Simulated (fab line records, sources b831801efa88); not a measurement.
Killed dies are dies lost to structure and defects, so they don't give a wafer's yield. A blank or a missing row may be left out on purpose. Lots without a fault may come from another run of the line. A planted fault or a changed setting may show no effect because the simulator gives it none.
Which tool did it? | flow sky130 | 12 lots, 36 wafers sampled, at 6 steps of a route of 708

WHAT THE GAUGES READ, wafer by wafer
SKY_SONOS_ONO_CD_MEAS_13: target cd 410 nm.
lot  | measured     | on        | cd_nm (nm)
L176 | day 12 17:34 | cd_sem-01 | 413.0 411.7 415.3
L178 | day 13 10:07 | cd_sem-02 | 407.5 410.1 408.8
L179 | day 13 18:22 | cd_sem-02 | 405.5 406.0 406.2
L181 | day 14 11:38 | cd_sem-02 | 410.2 410.8 412.2
L184 | day 15 10:09 | cd_sem-01 | 407.5 409.2 409.0
L185 | day 15 18:23 | cd_sem-01 | 409.7 407.8 408.6
L193 | day 18 10:34 | cd_sem-01 | 412.8 412.3 409.0
L194 | day 18 20:00 | cd_sem-01 | 404.8 405.9 404.2
L195 | day 19 00:49 | cd_sem-01 | 410.0 410.2 411.6
L196 | day 19 10:18 | cd_sem-02 | 404.9 406.2 405.8
L198 | day 20 07:28 | cd_sem-01 | 410.7 410.1 408.3
L199 | day 20 19:25 | cd_sem-01 | 410.7 411.5 410.4

SKY_GATE_OXIDE_OVL_MEAS_10.
lot  | measured     | on         | GATE_OXIDE_OVL (nm)
L176 | day 13 21:59 | overlay-01 | 0.5 -1.5 2.2
L178 | day 14 14:56 | overlay-01 | 0.4 -1.6 -0.2
L179 | day 15 00:22 | overlay-02 | -1.5 -2.2 -1.7
L181 | day 15 17:22 | overlay-01 | -0.7 -1.2 1.8
L184 | day 16 15:13 | overlay-01 | 0.4 3.8 -0.9
L185 | day 17 00:22 | overlay-01 | -1.8 -1.3 -2.3
L193 | day 19 19:34 | overlay-02 | 0.1 0.9 -0.5
L194 | day 20 04:38 | overlay-01 | -0.8 -3.0 -1.6
L195 | day 20 12:07 | overlay-01 | -1.2 -2.0 -0.9
L196 | day 20 18:28 | overlay-01 | -1.4 0.4 0.7
L198 | day 21 16:08 | overlay-02 | -0.3 -0.4 0.8
L199 | day 22 04:20 | overlay-01 | -2.2 0.3 -2.3

SKY_LDD_P_TW_MEAS_11.
lot  | measured     | on            | LDD_P_TW
L176 | day 19 04:12 | film_metro-03 | 632 633 634
L178 | day 19 20:42 | film_metro-01 | 642 644 644
L179 | day 20 10:16 | film_metro-01 | 643 641 645
L181 | day 21 01:28 | film_metro-04 | 628 630 625
L184 | day 22 04:56 | film_metro-03 | 638 638 640
L185 | day 22 14:44 | film_metro-04 | 631 634 631
L193 | day 25 06:40 | film_metro-04 | 30 30 30 30 30 30
L194 | day 25 15:49 | film_metro-04 | 30 30 30 30 30 30
L195 | day 25 21:04 | film_metro-03 | 30 30 30 30 30 30
L196 | day 26 03:25 | film_metro-04 | 625 628 629
L198 | day 27 01:59 | film_metro-04 | 631 629 630
L199 | day 27 12:48 | film_metro-01 | 638 642 637

SKY_LDD_HVN_OVL_MEAS_07.
lot  | measured     | on         | LDD_HVN_OVL (nm)
L176 | day 20 11:07 | overlay-01 | 0.5 1.2 -1.0
L178 | day 21 03:01 | overlay-01 | 1.9 0.2 1.1
L179 | day 21 17:34 | overlay-01 | -0.1 0.0 0.8
L181 | day 22 08:25 | overlay-01 | 1.0 -0.1 0.8
L184 | day 23 10:40 | overlay-02 | 0.7 1.1 1.5
L185 | day 23 20:13 | overlay-01 | 3.7 2.3 2.3
L196 | day 27 08:22 | overlay-02 | -0.3 1.1 0.1
L198 | day 28 05:40 | overlay-01 | -0.2 3.1 -0.1
L199 | day 28 16:38 | overlay-02 | -0.3 0.1 -0.2

WHICH TOOL RAN EACH LOT (tool, then ch and the chambers of the sampled wafers, then the start)
lot  | SKY_LDD_N_STRIP_16                   | SKY_LDD_P_STRIP_10
L176 | plasma_asher-01 ch 0,1, day 17 21:30 | plasma_asher-03 ch 0,1, day 19 04:06
L178 | plasma_asher-04 ch 0, day 18 13:09   | plasma_asher-04 ch 0,1, day 19 20:36
L179 | plasma_asher-02 ch 0,1, day 19 02:57 | plasma_asher-01 ch 0,1, day 20 10:10
L181 | plasma_asher-04 ch 0,1, day 19 18:24 | plasma_asher-01 ch 0,1, day 21 01:21
L184 | plasma_asher-04 ch 0,1, day 20 21:17 | plasma_asher-01 ch 0,1, day 22 04:51
L185 | plasma_asher-04 ch 0,1, day 21 07:06 | plasma_asher-01 ch 0,1, day 22 14:37
L193 | plasma_asher-04 ch 0,1, day 24 00:24 | plasma_asher-01 ch 0,1, day 25 06:34
L194 | plasma_asher-01 ch 0,1, day 24 09:29 | plasma_asher-03 ch 0,1, day 25 15:44
L195 | plasma_asher-04 ch 0,1, day 24 14:56 | plasma_asher-01 ch 0,1, day 25 20:58
L196 | plasma_asher-01 ch 0,1, day 24 22:05 | plasma_asher-03 ch 0,1, day 26 03:20
L198 | plasma_asher-02 ch 0,1, day 25 18:47 | plasma_asher-01 ch 0,1, day 27 01:53
L199 | plasma_asher-02 ch 0,1, day 26 07:23 | plasma_asher-04 ch 0,1, day 27 12:42
- SKY_LDD_N_STRIP_16: strips in O2/N2.
- SKY_LDD_P_STRIP_10: strips in O2/N2.

WHAT THE TOOLS THEMSELVES READ (means of the sampled wafers that have a number; where no wafer has one, the mark that the record gives instead)
SKY_LDD_N_STRIP_16.
lot  | tool            | chamber_pressure_mTorr (mTorr) | drypump_motor_current_A (A) | n2_flow_sccm (sccm) | oes_product_au (a.u.) | strip_time_to_endpoint_s (s)
L176 | plasma_asher-01 | 1501.7                         | 5.7                         | 299.5               | 0.408                 | 4.324
L178 | plasma_asher-04 | 1498.2                         | 6.0                         | 300.3               | 0.406                 | 4.327
L179 | plasma_asher-02 | 1499.6                         | 6.1                         | 300.6               | 0.405                 | 4.343
L181 | plasma_asher-04 | 1500.4                         | 5.6                         | 299.7               | 0.409                 | 4.342
L184 | plasma_asher-04 | 1501.0                         | 5.9                         | 300.1               | 0.407                 | 4.311
L185 | plasma_asher-04 | 1499.1                         | 5.6                         | 299.8               | 0.402                 | 4.310
L193 | plasma_asher-04 | -                              | -                           | -                   | -                     | -
L194 | plasma_asher-01 | -                              | -                           | -                   | -                     | -
L195 | plasma_asher-04 | -                              | -                           | -                   | -                     | -
L196 | plasma_asher-01 | 1500.8                         | 5.7                         | 300.2               | 0.408                 | 4.321
L198 | plasma_asher-02 | 1500.2                         | 6.1                         | 299.4               | 0.401                 | 4.342
L199 | plasma_asher-02 | 1500.0                         | 6.1                         | 299.9               | 0.408                 | 4.318

SKY_LDD_P_STRIP_10.
lot  | tool            | chamber_pressure_mTorr (mTorr) | drypump_motor_current_A (A) | n2_flow_sccm (sccm) | oes_product_au (a.u.) | strip_time_to_endpoint_s (s)
L176 | plasma_asher-03 | 1500.4                         | 5.71                        | 299.6               | 0.714                 | 14.17
L178 | plasma_asher-04 | 1501.2                         | 5.84                        | 299.6               | 0.716                 | 14.26
L179 | plasma_asher-01 | 1499.4                         | 5.64                        | 300.6               | 0.718                 | 14.14
L181 | plasma_asher-01 | 1499.8                         | 5.66                        | 299.9               | 0.719                 | 14.24
L184 | plasma_asher-01 | 1499.0                         | 5.42                        | 300.6               | 0.715                 | 14.22
L185 | plasma_asher-01 | 1499.0                         | 5.42                        | 300.1               | 0.712                 | 14.19
L193 | plasma_asher-01 | 1501.0                         | 5.41                        | 299.5               | 0.712                 | 18.77
L194 | plasma_asher-03 | 1498.8                         | 5.71                        | 299.5               | 0.715                 | 18.73
L195 | plasma_asher-01 | 1498.4                         | 5.64                        | 298.8               | 0.714                 | 18.68
L196 | plasma_asher-03 | 1501.6                         | 5.72                        | 300.8               | 0.710                 | 14.19
L198 | plasma_asher-01 | 1499.9                         | 5.41                        | 299.0               | 0.716                 | 14.19
L199 | plasma_asher-04 | 1499.0                         | 5.62                        | 300.9               | 0.715                 | 14.17

THE ANSWER, worked out from the rows above alone
Rule: what is usual is taken from the lots themselves. Put in order of their means at a reading, lots are off if they are a third of the lots or fewer, leave a main group of 4 or more, and stand apart from it by a gap of 3 or more times the standard deviation of the main group's means; of several such gaps the widest counts. A main group whose means are all the same, to the digits that the tables above print for the reading, isn't used. A lot without any number at a reading at which 4 lots or more have one is off too. The other lots that the step has rows for count as sound. The gauges are gone through in route order, then the tools' own readings, and for those a lot's mean is taken as printed above. The first step at which some lot is off is used, and at that step the reading that is off furthest; a lot without a number counts as furthest.
Off: L193, L194, L195, at SKY_LDD_P_TW_MEAS_11 (LDD_P_TW). The main group: mean 635, standard deviation 5.9.
A tool fits if, at a process step before that reading, it ran every lot that is off, and no sound lot after the first of them. The gauges at SKY_LDD_P_TW_MEAS_11 aren't tried: what is off there is off at SKY_LDD_N_STRIP_16 too, on other tools, and a gauge's error can't cause that. None of those tried fits.

WHAT THE SIMULATOR HAD PUT IN
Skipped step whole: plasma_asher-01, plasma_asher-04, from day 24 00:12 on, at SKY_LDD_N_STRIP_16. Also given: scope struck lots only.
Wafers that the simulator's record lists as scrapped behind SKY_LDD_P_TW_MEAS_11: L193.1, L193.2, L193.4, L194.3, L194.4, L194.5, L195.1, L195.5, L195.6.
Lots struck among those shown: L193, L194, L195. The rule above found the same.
